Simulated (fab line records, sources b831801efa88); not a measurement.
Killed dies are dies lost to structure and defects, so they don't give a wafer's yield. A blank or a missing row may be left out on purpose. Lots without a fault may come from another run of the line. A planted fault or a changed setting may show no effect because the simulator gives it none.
One fault seen from 2 desks | flow gf180mcu | each desk has only its own numbers; what lay behind them comes last

THE TOOL OWNER'S DESK: furnace-02
The tool's own readings at GF_STI_OXIDATION_29 (stabilise 600 s, purge 300 s, target thk 10 nm): means of the sampled wafers that have a number, for each lot that ran on this tool. A lot is out of limits, marked OUT, if its mean lies more than 4 standard deviations from the usual mean; the brackets give that distance.
Columns: A = ox_temp_c at GF_STI_OXIDATION_29, usual 900.0 C; B = spike_tc_centre_C at GF_STI_OXIDATION_29, usual 899.6 C; C = zone_power_centre_pct at GF_STI_OXIDATION_29, usual 18.8 %
lot  | first seen here | A     | B     | C
L545 | day 2 11:12     | 899.9 | 900.0 | 20.9
L547 | day 2 20:17     | 899.8 | 900.5 | 20.7
L548 | day 3 01:50     | 900.5 | 899.0 | 20.9
L549 | day 3 07:48     | 900.5 | 900.0 | 20.9
L555 | day 4 14:24     | 899.9 | 898.1 | 20.7
L556 | day 4 18:26     | 900.2 | 899.7 | 20.9
L559 | day 5 10:46     | 899.7 | 898.4 | 20.9
This desk's finding: nothing out of limits on any of the 7 lots.

THE METROLOGY DESK
What the gauges read, lot by lot, whatever tool the lot ran on: means of the sampled wafers that have a number. A lot is out of limits, marked OUT, if its mean lies more than 4 standard deviations from the usual mean; the brackets give that distance.
Columns: A = STI_OXIDATION_02_THK at GF_STI_THK_MEAS_30, usual 10.06 nm
lot  | first seen here | A
L544 | day 2 06:58     | 9.88
L545 | day 2 12:37     | 10.26
L547 | day 2 21:43     | 9.97
L548 | day 3 03:14     | 10.09
L549 | day 3 09:12     | 10.46
L555 | day 4 15:49     | 10.15
L556 | day 4 19:50     | 15.78 (+34) OUT
L558 | day 5 09:36     | 10.12
L559 | day 5 12:10     | 15.67 (+33) OUT
L561 | day 6 00:17     | 10.07
L563 | day 6 08:34     | 9.89
L565 | day 6 20:42     | 10.23
L567 | day 7 04:55     | 10.15
This desk's finding: out of limits on L556, L559; first on L556, day 4 19:50 (STI_OXIDATION_02_THK at GF_STI_THK_MEAS_30). In limits: L544, L545, L547, L548, L549, L555, L558, L561, L563, L565, L567.

PUT TOGETHER
The metrology desk could have raised an alarm at day 4 19:50, on L556, L559.
The tool owner's desk saw nothing out of limits.
The tool owner's desk has L556, L559 on record, within its limits.
Of the lots named, all ran GF_STI_OXIDATION_29 on furnace-02.

WHAT THE SIMULATOR HAD PUT IN
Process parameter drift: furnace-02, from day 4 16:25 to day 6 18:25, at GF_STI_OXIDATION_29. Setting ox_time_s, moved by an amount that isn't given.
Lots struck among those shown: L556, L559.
Hours from the fault's start to each desk's first reading out of limits: the metrology desk, 3.
